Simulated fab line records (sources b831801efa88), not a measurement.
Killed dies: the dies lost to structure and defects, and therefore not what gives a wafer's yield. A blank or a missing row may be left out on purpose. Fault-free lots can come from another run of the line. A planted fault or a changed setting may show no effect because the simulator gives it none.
Chamber matching    flow gf180mcu    4 sister chambers for GF_CONTACT_CMP_04 on cmp-01
The step polishes SiO2. 4 wafers are shown with their chamber, then 11 later ones without.

== WAFERS PAIRED WITH THEIR CHAMBERS ==
wafer   chamber  motor-current-A (A)
L478.1  0        14.7
L478.2  1        12.4
L478.3  3        10.2
L479.1  2        11.8

== WAFERS WITHOUT THEIR CHAMBER ==
wafer   motor-current-A (A)
L479.2  9.9
L479.4  11.3
L480.3  9.7
L480.4  11.8
L480.5  14.1
L484.1  14.6
L484.2  10.1
L484.5  11.8
L486.1  12.1
L486.2  11.4
L486.5  12.2

== WHICH CHAMBER EACH ONE RAN IN ==
wafer   from the rows above           in truth
L479.2  3                             3
L479.4  can't be placed: 2 or 1 or 3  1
L480.3  3                             3
L480.4  can't be placed: 2 or 1       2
L480.5  0                             0
L484.1  0                             0
L484.2  3                             3
L484.5  can't be placed: 2 or 1       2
L486.1  can't be placed: 2 or 1       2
L486.2  can't be placed: 2 or 1       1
L486.5  can't be placed: 1 or 2       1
Correct placement for 5 of the 11. From these rows, 6 cannot be placed; in 6 the true chamber is one of the candidates. 0 placed wrongly.
How it was worked out, from the rows above alone: a wafer's distance from a chamber is the root of the sum, over the readings, of the square of ((its reading less the chamber's mean) divided by the reading's scatter). The wafer belongs to the nearest chamber; if the next one is less than 2 further off, it can't be placed. The mean given for a chamber averages the wafers shown for that chamber. The scatter: with one shown wafer a chamber, the root of the mean of the squares of how far each hidden wafer lies from its nearest shown one.
